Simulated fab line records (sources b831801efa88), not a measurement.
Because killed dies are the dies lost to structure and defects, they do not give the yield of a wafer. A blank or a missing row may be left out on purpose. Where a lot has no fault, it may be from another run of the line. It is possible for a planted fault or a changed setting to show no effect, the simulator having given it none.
Problem report in the 8D (eight disciplines) form, filled by code | flow gf180mcu | the parts of the form that need people (team, actions taken, sign-off) are left out

== 1. WHAT WENT WRONG ==
At GF_MIM_SPUTTER_09, cathode dc power W averages 5939.1 W over 6 wafers from 2 lots, while fault-free wafers read 6500.0 W, standard deviation 1.1. That is -99 or more standard deviations from the usual mean.
The step: material TiN, target thk 35 nm, time 29.2 s.
Seen first at day 28 03:14 on pvd sputter-01, wafer L551.1. The record has a number at this step for 18 wafers belonging to 6 lots. The rule behind "out" and "out of limits": a value lying over 4 standard deviations away from the usual mean. All remaining wafers that have a number are taken as sound.

== 2. WHAT IT IS; WHAT IT IS NOT ==
question                    | is                     | is not
which readings at this step | cathode dc power W     | throttle valve pct
which lots                  | L551, L553             | L541, L549, L552, L559
which wafers of those lots  | all that have a number | -
read on which tools         | pvd sputter-01         | pvd sputter-02, pvd sputter-04
when                        | from day 28 03:14      | up to then (6 sound wafers); but 6 sound wafers of L552, L559 came after

== 3. THE SUSPECTS, EACH WITH WHAT RULES IT OUT ==
Counting: a tool at a process step up to the reading stays a suspect if it ran every lot that is out and no sound lot after the first of them.
- pvd sputter-04 at GF_MIM_SPUTTER_00 (material Ti, target thk 37.5 nm, time 150 s): kept. It ran every lot that is out, first L551 (day 28 02:52), and no sound lot after that.
- pvd sputter-04 at GF_MIM_SPUTTER_04 (material TiN, target thk 50 nm, time 41.7 s): kept. It ran every lot that is out, first L551 (day 28 03:02), and no sound lot after that.
- pvd sputter-01 at GF_MIM_SPUTTER_09 (material TiN, target thk 35 nm, time 29.2 s): kept. It ran every lot that is out, first L551 (day 28 03:14), and no sound lot after that; its last sound lot up to then is L541 (day 25 01:12). Its own readings are out on those wafers: cathode dc power W.
After the count, these remain: pvd sputter-04 at GF_MIM_SPUTTER_00, pvd sputter-04 at GF_MIM_SPUTTER_04 and pvd sputter-01 at GF_MIM_SPUTTER_09.

== 4. THE CAUSE (what the simulator had put in) ==
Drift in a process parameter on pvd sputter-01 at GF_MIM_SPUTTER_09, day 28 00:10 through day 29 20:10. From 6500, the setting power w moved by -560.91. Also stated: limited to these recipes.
3 suspects survive the count, and this tool is in that group.

== 5. THE EFFECT CHAIN, in route order ==
Rows list readings where the struck wafers' mean (over those with a number) sits beyond 3 standard deviations from the usual. Readings are gone through only where the record gives a usual standard deviation; hours: the median, over the lots, of the time from a lot's start at the first step in this table giving one to that lot's start at this step; sigmas: the change measured in usual standard deviations.
hours | step              | reading            | usual    | on struck wafers | change | sigmas
0     | GF_MIM_SPUTTER_09 | cathode dc power W | 6500.0 W | 5939.1           | -560.9 | -99 or more
Process steps it contains:
- GF_MIM_SPUTTER_09: material TiN, target thk 35 nm, time 29.2 s.
Later measuring or inspecting steps at which every struck wafer that the step has a row for has a number for every such reading, and none has moved that far: GF_MIM_RS_MEAS_10, GF_MIM_THK_MEAS_11, GF_M5_CD_MEAS_07, GF_M5_OVL_MEAS_08.

== 6. HOW IT WOULD HAVE BEEN CAUGHT EARLIER ==
In this record no reading fell out of limits until day 28 03:14, 3 hours after the fault had begun at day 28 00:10.
